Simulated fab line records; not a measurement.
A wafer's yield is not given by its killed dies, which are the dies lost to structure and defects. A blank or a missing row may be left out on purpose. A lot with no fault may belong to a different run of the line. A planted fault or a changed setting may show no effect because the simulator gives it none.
The same fault as seen by 2 desks || flow sky130 || each desk holds nothing but its own numbers, with what lay behind them at the end

== AT THE METROLOGY DESK ==
Lot by lot, what the gauges showed, no matter which tool ran the lot: averages of those sampled wafers that carry a number. Marked OUT: a lot whose mean sits more than 4 standard deviations from the usual mean, which makes it out of limits; the brackets give that distance.
Columns: A = LI_CONTACT_W_RS at SKY_LI_CONTACT_RS_MEAS_22, usual 0.2836 ohm/sq; B = LI_CONTACT_W_THK at SKY_LI_CONTACT_THK_MEAS_23, usual 425 nm
{"lot": "L616", "first seen here": "day 30 16:11", "A": 0.2820, "B": 431}
{"lot": "L618", "first seen here": "day 31 00:51", "A": 0.2873, "B": 420}
{"lot": "L619", "first seen here": "day 31 10:38", "A": 0.2838, "B": 431}
{"lot": "L620", "first seen here": "day 31 15:55", "A": 0.2862, "B": 421}
{"lot": "L621", "first seen here": "day 31 20:22", "A": 0.2781, "B": 437}
{"lot": "L624", "first seen here": "day 32 19:47", "A": 0.2778, "B": 437}
{"lot": "L630", "first seen here": "day 34 22:16", "A": 0.2830, "B": 432}
{"lot": "L632", "first seen here": "day 35 10:16", "A": 0.2797, "B": 430}
{"lot": "L633", "first seen here": "day 35 16:11", "A": 0.2875, "B": 422}
{"lot": "L634", "first seen here": "day 36 04:36", "A": 0.2833, "B": 426}
{"lot": "L635", "first seen here": "day 36 06:38", "A": 0.2845, "B": 426}
{"lot": "L636", "first seen here": "day 36 15:48", "A": 0.2812, "B": 431}
{"lot": "L637", "first seen here": "day 36 21:41", "A": 0.2844, "B": 424}
{"lot": "L638", "first seen here": "day 37 08:09", "A": 0.2831, "B": 432}
Finding of this desk: none of the 14 lots has anything out of limits.

== FOR THE TOOL OWNER'S DESK: cvd w-01 ==
The tool's own readings at SKY_LI_CONTACT_CVD_21 (deposits W, target thk 400 nm, time 120.56 s): means of the sampled wafers that have a number, for each lot that ran on this tool. Marked OUT: a lot whose mean sits more than 4 standard deviations from the usual mean, which makes it out of limits; the brackets give that distance.
Columns: A = chamber pressure Torr at SKY_LI_CONTACT_CVD_21, usual 40.01 Torr; B = heater power w at SKY_LI_CONTACT_CVD_21, usual 896 W
{"lot": "L618", "first seen here": "day 31 00:43", "A": 40.06, "B": 874}
{"lot": "L619", "first seen here": "day 31 10:31", "A": 40.00, "B": 885}
{"lot": "L620", "first seen here": "day 31 15:47", "A": 39.98, "B": 839}
{"lot": "L621", "first seen here": "day 31 20:15", "A": 39.99, "B": 872}
{"lot": "L624", "first seen here": "day 32 19:40", "A": 40.19, "B": 831}
{"lot": "L633", "first seen here": "day 35 16:04", "A": 40.03, "B": 871}
{"lot": "L635", "first seen here": "day 36 06:29", "A": 39.99, "B": 857}
{"lot": "L636", "first seen here": "day 36 15:40", "A": 40.09, "B": 838}
{"lot": "L637", "first seen here": "day 36 21:33", "A": 40.08, "B": 870}
Finding of this desk: none of the 9 lots has anything out of limits.

== TAKEN TOGETHER ==
From the metrology desk's view, nothing was out of limits.
The tool owner's desk saw nothing out of limits.

== WHAT WAS PUT IN BY THE SIMULATOR ==
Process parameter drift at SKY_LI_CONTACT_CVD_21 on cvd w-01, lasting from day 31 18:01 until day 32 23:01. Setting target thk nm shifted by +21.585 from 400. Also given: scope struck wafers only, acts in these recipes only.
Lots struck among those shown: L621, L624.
